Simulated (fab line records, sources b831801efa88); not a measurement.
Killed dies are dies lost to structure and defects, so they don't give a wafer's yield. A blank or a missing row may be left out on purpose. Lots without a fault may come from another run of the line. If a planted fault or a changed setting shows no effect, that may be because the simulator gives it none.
Chamber matching | flow gf180mcu | 4 sister chambers for GF_SAB_ETCH_11 on rie-diel-02
The step etches SiO2 in C4F8/O2/Ar, target depth 55 nm, time 8.5 s. 14 wafers are shown with their chamber, then 7 later ones without.

## WAFERS WITH THEIR CHAMBER
wafer  | chamber | rf-fwd-power-W (W) | oes-product-au (a.u.) | chamber-pressure-mTorr (mTorr)
L114.1 | 3       | 1463               | 1.011                 | 40.01
L114.2 | 0       | 1478               | 0.996                 | 39.94
L114.4 | 2       | 1480               | 1.018                 | 39.98
L119.1 | 0       | 1474               | 0.994                 | 39.93
L119.2 | 1       | 1488               | 0.999                 | 39.98
L119.3 | 2       | 1470               | 1.003                 | 39.98
L120.2 | 2       | 1476               | 1.001                 | 40.01
L120.4 | 0       | 1469               | 1.000                 | 40.02
L120.5 | 1       | 1480               | 1.001                 | 39.92
L124.3 | 3       | 1465               | 0.984                 | 39.94
L124.5 | 3       | 1466               | 1.004                 | 39.98
L124.6 | 0       | 1477               | 0.994                 | 39.98
L130.2 | 0       | 1478               | 0.989                 | 40.00
L130.5 | 1       | 1475               | 0.996                 | 39.99

SIGNATURES, as means of the wafers listed above
reading                | chamber 0 | chamber 1 | chamber 2 | chamber 3 | scatter within a chamber
rf-fwd-power-W         | 1475.20   | 1481.00   | 1475.33   | 1464.67   | 4.47
oes-product-au         | 0.99460   | 0.99867   | 1.00733   | 0.99967   | 0.00801
chamber-pressure-mTorr | 39.9740   | 39.9633   | 39.9900   | 39.9767   | 0.0344
Rule: distance of a wafer from a chamber = root of the sum over the readings of ((wafer's reading minus chamber's mean) / reading's scatter) squared. The wafer belongs to the nearest chamber; if the next one is less than 2 further off, it can't be placed. The scatter: the root of (the sum of the squares of (reading less its chamber's mean) over the shown wafers, divided by (wafers less chambers)).

## WAFERS WITH NO CHAMBER GIVEN
wafer  | rf-fwd-power-W (W) | oes-product-au (a.u.) | chamber-pressure-mTorr (mTorr)
L130.6 | 1476               | 0.997                 | 40.05
L132.4 | 1463               | 0.999                 | 40.09
L132.5 | 1469               | 1.000                 | 40.02
L132.6 | 1472               | 0.997                 | 40.00
L135.1 | 1483               | 0.986                 | 39.99
L135.5 | 1475               | 1.002                 | 39.97
L135.6 | 1473               | 0.990                 | 40.03

## WHICH CHAMBER EACH ONE RAN IN
wafer  | from the rows above               | in truth
L130.6 | can't be placed: 2 or 0 or 1 or 3 | 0
L132.4 | can't be placed: 3 or 2 or 0      | 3
L132.5 | can't be placed: 3 or 2 or 0 or 1 | 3
L132.6 | can't be placed: 0 or 2 or 3 or 1 | 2
L135.1 | can't be placed: 1 or 0 or 2      | 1
L135.5 | can't be placed: 2 or 0 or 1 or 3 | 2
L135.6 | can't be placed: 0 or 2 or 3 or 1 | 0
0 of 7 placed correctly. Unplaceable from these rows: 7, with the true chamber sitting among the candidates in 7. Wrongly placed: 0.
